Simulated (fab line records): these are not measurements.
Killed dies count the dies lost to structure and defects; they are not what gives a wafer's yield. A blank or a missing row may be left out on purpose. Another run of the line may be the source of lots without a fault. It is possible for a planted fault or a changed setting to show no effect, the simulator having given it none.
A struck lot beside a sound one || flow sky130 || 36 steps out of a route of 708
Sound: these wafers, L650.1, L650.2, L650.4. Struck: wafers L640.2, L640.4, L640.6. The cause is given at the end.
For every step that has rows: the tool of each side, followed by ch and its chambers, followed by its first start. Under that, the readings that differ: sound wafers || struck wafers || difference of the means || sigmas: that difference in standard deviations of wafers without a fault.
alike: readings whose means differ by less than 2 such deviations, and words and numbers that are the same on both sides. not compared: withheld readings, readings that some wafer has no value for, bounds like >300 that may hide the same value, and numbers for which the record gives no deviation and whose values overlap.
A row with sigmas, a row that says differs or no value, or rows on one side alone: a step with any of these is where the two part. Numbers that have no deviation but don't overlap get no sigmas and don't part them. A reading that every wafer of one side lacks parts them only if that side has two wafers or more.

first, 10 steps without rows for these wafers: SKY_GATE_OXIDE_COAT_05 (resist thk 1140 nm); SKY_GATE_OXIDE_SOFTBAKE_06 (time 60 s); SKY_GATE_OXIDE_EXPOSE_07 (exposes mask LVOM, target cd 600 nm); SKY_GATE_OXIDE_PEB_08; SKY_GATE_OXIDE_DEVELOP_09 (develop time 62.48 s); SKY_GATE_OXIDE_IMPLANT_11; SKY_GATE_OXIDE_WET_ETCH_12 (etches SiO2 in dHF, target depth 16.8 nm, time 336 s); SKY_GATE_OXIDE_STRIP_13 (strips in O2/N2); SKY_GATE_OXIDE_CLEAN_15 (cleans in SC1/SC2, time 150 s); SKY_GATE_OXIDE_OXIDATION_16 (stabilise 600 s, purge 300 s, target thk 3.57 nm).
SKY_POLY_GATE_CVD_00: deposits poly-Si, target thk 180 nm, time 720 s.
  sound on lpcvd-01 ch 1, day 21 02:46; struck on lpcvd-01 ch 0, day 18 01:07
{"reading": "spike tc bottom C (C)", "sound": "642 644 642", "struck": "624 626 627", "difference": -17, "sigmas": -5}
{"reading": "spike tc centre C (C)", "sound": "621.0 622.4 620.7", "struck": "611.9 612.1 612.1", "difference": -9.3, "sigmas": -8}
{"reading": "spike tc lower C (C)", "sound": "619.9 618.3 619.4", "struck": "613.5 611.5 609.5", "difference": -7.7, "sigmas": -5}
{"reading": "spike tc upper C (C)", "sound": "618.9 620.0 619.1", "struck": "609.3 608.7 608.7", "difference": -10.4, "sigmas": -9}
{"reading": "susceptor temp C (C)", "sound": "619.88 619.50 619.93", "struck": "611.15 610.84 611.03", "difference": -8.76, "sigmas": -30}
{"reading": "zone power upper pct (%)", "sound": "9.71 9.87 9.96", "struck": "9.34 9.37 9.40", "difference": -0.48, "sigmas": -4}
{"reading": "model.poly-Si_of_POLY_GATE_CVD_00.thk nm (nm)", "sound": "181.5 180.6 181.2", "struck": "144.6 143.3 142.8", "difference": -37.5, "sigmas": ""}
SKY_POLY_GATE_THK_MEAS_01:
  sound on film metro-02, day 21 03:58; struck on film metro-02, day 18 02:19
{"reading": "POLY_GATE_CVD_00_THK (nm)", "sound": "181.5 180.5 181.1", "struck": "144.4 143.3 142.6", "difference": -37.6, "sigmas": -23}
then, 9 steps without rows for these wafers: SKY_RES_PROTECT_DEHYDRATE_00 (time 60 s); SKY_RES_PROTECT_HMDS_01 (prime time 60 s); SKY_RES_PROTECT_COAT_02 (resist thk 1140 nm); SKY_RES_PROTECT_SOFTBAKE_03 (time 60 s); SKY_RES_PROTECT_EXPOSE_04 (exposes mask RPM, target cd 1270 nm); SKY_RES_PROTECT_PEB_05; SKY_RES_PROTECT_DEVELOP_06 (develop time 60 s); SKY_POLY_GATE_IMPLANT_02; SKY_RES_PROTECT_STRIP_07 (strips in O2/N2).
SKY_RES_PROTECT_CLEAN_09: cleans in SC1/SC2, time 150 s.
  sound on wet bench-02 ch 1, day 22 10:21; struck on wet bench-01 ch 1, day 19 09:18
{"reading": "model.poly-Si_of_POLY_GATE_CVD_00.thk nm (nm)", "sound": "180.9 179.9 180.5", "struck": "143.9 142.7 142.2", "difference": -37.5, "sigmas": ""}
then, 11 steps without rows for these wafers: SKY_POLY_GATE_CVD_03 (deposits Si3N4 from DCS/NH3, target thk 75 nm, time 1290 s); SKY_POLY_GATE_DEHYDRATE_05 (time 60 s); SKY_POLY_GATE_HMDS_06 (prime time 60 s); SKY_POLY_GATE_COAT_07 (resist thk 110 nm); SKY_POLY_GATE_COAT_08 (resist thk 450 nm); SKY_POLY_GATE_SOFTBAKE_09 (time 90 s); SKY_POLY_GATE_EXPOSE_10 (exposes mask P1M, target cd 150 nm); SKY_POLY_GATE_PEB_11; SKY_POLY_GATE_DEVELOP_12 (develop time 60 s); SKY_POLY_GATE_ETCH_15 (etches BARC in N2/H2, stops on SiO2, time 118.5 s, target depth 110 nm); SKY_POLY_GATE_ETCH_16 (etches Si3N4 in CH3F/O2, stops on poly-Si, time 147.5 s, target depth 75 nm).
SKY_POLY_GATE_ETCH_17: etches poly-Si in HBr/Cl2, stops on SiO2, target depth 180 nm, time 70.5 s.
  sound on rie si-01 ch 0,1,3, day 23 17:55; struck on rie si-01 ch 0,1, day 20 17:37
{"reading": "oes product au (a.u.)", "sound": "0.984 0.987 0.991", "struck": "0.837 0.841 0.833", "difference": -0.150, "sigmas": -20}
{"reading": "model.etch.depth nm (nm)", "sound": "180.9 179.9 180.5", "struck": "143.9 142.7 142.2", "difference": -37.5, "sigmas": ""}
{"reading": "model.POLY_GATE.feature depth nm (nm)", "sound": "180.9 180 180.6", "struck": "144 142.8 142.2", "difference": -38, "sigmas": ""}
  alike: drypump motor current A, mfc cl2 sccm, throttle valve pct
  not compared: rf hours counter h
then, 1 step without rows for these wafers: SKY_POLY_GATE_STRIP_18 (strips in O2/N2).
-- a jump in the record: the struck wafers' starts before and after are 28 days apart (it breaks off in module POLY_GATE and resumes in module PAD_OPEN, where the first step shown is number 708 of the route) --
SKY_PAD_OPEN_PROBE_99:
  sound on prober-02, day 50 13:21; struck on prober-02, day 48 15:11
{"reading": "killed short", "sound": "48 41 42", "struck": "28 29 27", "difference": -16, "sigmas": -2}
{"reading": "model.etest.res high po.line ohm um", "sound": "753.7 739.6 759", "struck": "891.1 932.1 909.1", "difference": "+160.0", "sigmas": ""}
{"reading": "model.etest.res poly.line ohm um", "sound": "500.1 504.4 522", "struck": "616.9 637.4 635.2", "difference": "+121.0", "sigmas": ""}
{"reading": "model.etest.res high po.rs ohm sq", "sound": "265.9 260.7 262.2", "struck": "317.2 324.6 321.7", "difference": "+58.2", "sigmas": ""}
{"reading": "model.etest.res poly.rs ohm sq", "sound": "48.44 47.83 48.23", "struck": "59.54 61.06 60.23", "difference": "+12.11", "sigmas": ""}
{"reading": "model.etest.cap li to poly.c af um2", "sound": "98.86 98.06 98.88", "struck": "87.16 89.7 89.73", "difference": -9.74, "sigmas": ""}
  alike: killed_at_M0_to_M3, killed_at_M4_up, killed at contacts, killed at front end, killed at other, killed dies, killed on rim, killed open

## WHERE THEY PART
First at SKY_POLY_GATE_CVD_00; last, within this record, at SKY_PAD_OPEN_PROBE_99.

WHY: whatever the simulator had introduced
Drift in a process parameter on lpcvd-01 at SKY_POLY_GATE_CVD_00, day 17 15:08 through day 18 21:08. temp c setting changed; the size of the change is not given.
